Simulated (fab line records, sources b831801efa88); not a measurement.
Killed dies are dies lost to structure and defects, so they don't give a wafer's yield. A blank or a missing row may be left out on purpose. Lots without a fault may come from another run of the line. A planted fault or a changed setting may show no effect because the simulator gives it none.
Chamber matching | flow sky130 | SKY_VIA1_ETCH_14 on rie_diel-04: 4 sister chambers
The step etches BARC in N2/H2, stops on SiO2, time 45.9 s, target depth 60 nm. 4 wafers are shown with their chamber, then 9 later ones without.

WAFERS WITH THEIR CHAMBER
wafer  | chamber | drypump_motor_current_A (A)
L081.1 | 0       | 5.86
L082.2 | 1       | 5.64
L088.3 | 2       | 5.70
L088.6 | 3       | 5.26

WAFERS WITHOUT THEIR CHAMBER
wafer  | drypump_motor_current_A (A)
L092.1 | 5.91
L092.3 | 5.73
L092.5 | 5.75
L095.1 | 5.26
L095.2 | 5.89
L095.3 | 5.69
L096.3 | 5.86
L096.5 | 5.62
L096.6 | 5.71

WHICH CHAMBER EACH WENT THROUGH
wafer  | from the rows above     | in truth
L092.1 | 0                       | 0
L092.3 | 2                       | 2
L092.5 | 2                       | 2
L095.1 | 3                       | 3
L095.2 | 0                       | 0
L095.3 | can't be placed: 2 or 1 | 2
L096.3 | 0                       | 0
L096.5 | 1                       | 1
L096.6 | 2                       | 2
Placed correctly: 8 of 9. Can't be placed from these rows: 1 (the true chamber is among the candidates in 1). Placed wrongly: 0.
How it was worked out, from the rows above alone: a wafer's distance from a chamber is the root of the sum, over the readings, of the square of ((its reading less the chamber's mean) divided by the reading's scatter). The wafer belongs to the nearest chamber; if the next one is less than 2 further off, it can't be placed. A chamber's mean is the mean of its shown wafers. The scatter: with one shown wafer a chamber, the root of the mean of the squares of how far each hidden wafer lies from its nearest shown one.
